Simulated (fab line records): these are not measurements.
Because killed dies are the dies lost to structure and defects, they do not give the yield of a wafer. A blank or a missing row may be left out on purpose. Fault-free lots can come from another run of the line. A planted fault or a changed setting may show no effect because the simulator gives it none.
Comparing a struck lot with a sound one	flow sky130	17 out of 708 route steps
Sound: wafers L513.1, L513.3, L513.4. Wafers L508.4, L508.5, L508.6 were the ones struck. The cause comes at the end.
Order at every step that has rows: each side's tool, ch and its chambers, its first start. Under that, the readings that differ: sound wafers	struck wafers	difference of the means	sigmas: that difference in standard deviations of wafers without a fault.
alike: a reading whose means differ by less than 2 such deviations, as well as words and numbers matching on both sides. not compared: withheld readings; readings where some wafer has no value; bounds like >300 that might hide an equal value; numbers whose values overlap and for which the record gives no deviation.
The two part at a step that has a row with sigmas, a row that says differs or no value, or rows on one side only. Numbers that don't overlap but have no deviation are shown without sigmas and don't part them. A reading missing from all wafers of one side parts the sides only when that side holds two or more wafers.

SKY_METAL4_SPUTTER_04: material TiN, target thk 70 nm, time 58.3 s.
  sound: pvdSputter-04 at day 44 12:36; struck: pvdSputter-03 at day 43 13:27
  alike: throttleValvePct
SKY_CAP2M_CVD_00: deposits SiO2, target thk 15.5 nm.
  sound on pecvd-01 ch 0,1,2, day 44 12:39; struck on pecvd-01 ch 0,1,2, day 43 13:31
  alike: heaterPowerW, rfFwdPowerW
SKY_CAP2M_THK_MEAS_01:
  sound: filmMetro-04 at day 44 12:40; struck: filmMetro-04 at day 43 13:33
  alike: CAP2M_CVD_00_THK
SKY_CAP2M_SPUTTER_02: material TiN, target thk 200 nm, time 166.7 s.
  sound: pvdSputter-03 at day 44 12:44; struck: pvdSputter-02 at day 43 13:35
  alike: throttleValvePct
SKY_CAP2M_RS_MEAS_03: the measuring method here is four-point-probe.
  sound: filmMetro-03 at day 44 12:50; struck: filmMetro-01 at day 43 13:45
reading	sound	struck	difference	sigmas
CAP2M_TIN_RS (ohm/sq)	7.02 6.98 6.95	6.74 6.75 6.78	-0.23	-3
SKY_CAP2M_THK_MEAS_04: measures by xrf.
  sound: filmMetro-03 at day 44 12:58; struck: filmMetro-01 at day 43 13:50
reading	sound	struck	difference	sigmas
CAP2M_TIN_THK (nm)	197.9 199.0 200.2	204.5 204.4 202.8	+4.9	+2
then, 6 steps without rows for these wafers: SKY_CAP2M_DEHYDRATE_05 (time 60 s); SKY_CAP2M_HMDS_06 (prime time 60 s); SKY_CAP2M_COAT_07 (resist thk 1140 nm); SKY_CAP2M_SOFTBAKE_08 (time 60 s); SKY_CAP2M_EXPOSE_09 (exposes mask CAP2M, target cd 1000 nm); SKY_CAP2M_PEB_10.
SKY_CAP2M_DEVELOP_11: develop time 60 s.
  sound on lithoTrack-03 ch 0, day 45 10:45; struck on lithoTrack-01 ch 0, day 44 12:07
SKY_CAP2M_OVL_MEAS_12:
  sound: overlay-01 at day 45 10:54; struck: overlay-01 at day 44 12:13
  alike: CAP2M_OVL
SKY_CAP2M_METAL_ETCH_13: etches TiN in Cl2/BCl3, stops on SiO2, target depth 220 nm, time 62.9 s.
  sound on rieMetal-03 ch 0,1, day 45 10:56; struck on rieMetal-01 ch 0,1, day 44 12:15
reading	sound	struck	difference	sigmas
oesProductAu (a.u.)	0.929 0.937 0.936	0.946 0.953 0.958	+0.018	+3
model.CAP2M.cdNm (nm)	998.8 1002 1000	1027 1030 1031	+29	
  alike: drypumpMotorCurrentA, rfFwdPowerW, throttleValvePct
  not compared: rfHoursCounterH
SKY_CAP2M_STRIP_14: strips in O2/N2.
  sound on plasmaAsher-03 ch 0,1, day 45 11:01; struck on plasmaAsher-02 ch 0,1, day 44 12:20
reading	sound	struck	difference	sigmas
stripTimeToEndpointS (s)	12.63 12.55 12.63	12.80 12.84 12.79	+0.21	+4
  alike: drypumpMotorCurrentA, oesProductAu
  not compared: rfHoursCounterH
-- the record jumps here: 5 days lie between the struck wafers' starts before and after (it left off in module CAP2M and takes up again in module PAD_OPEN, whose first step shown is number 708 of the route) --
SKY_PAD_OPEN_PROBE_99:
  sound: prober-02 at day 49 17:27; struck: prober-01 at day 49 01:25
  alike: defectLimitedYield, killed_at_M0_to_M3, killed_at_M4_up, killedAtContacts, killedAtFrontEnd, killedAtOther, killedDies, killedOpen, killedShort, sort_bin_3_pad_short, sort_bin_5_function, sort_bin_6_memory, sortNPass, sortYieldPct

WHERE THEY PART
First at SKY_CAP2M_RS_MEAS_03; last, within this record, at SKY_CAP2M_STRIP_14. Later steps at which nothing parts them and some readings are alike: SKY_PAD_OPEN_PROBE_99.

WHY: what had been put in by the simulator
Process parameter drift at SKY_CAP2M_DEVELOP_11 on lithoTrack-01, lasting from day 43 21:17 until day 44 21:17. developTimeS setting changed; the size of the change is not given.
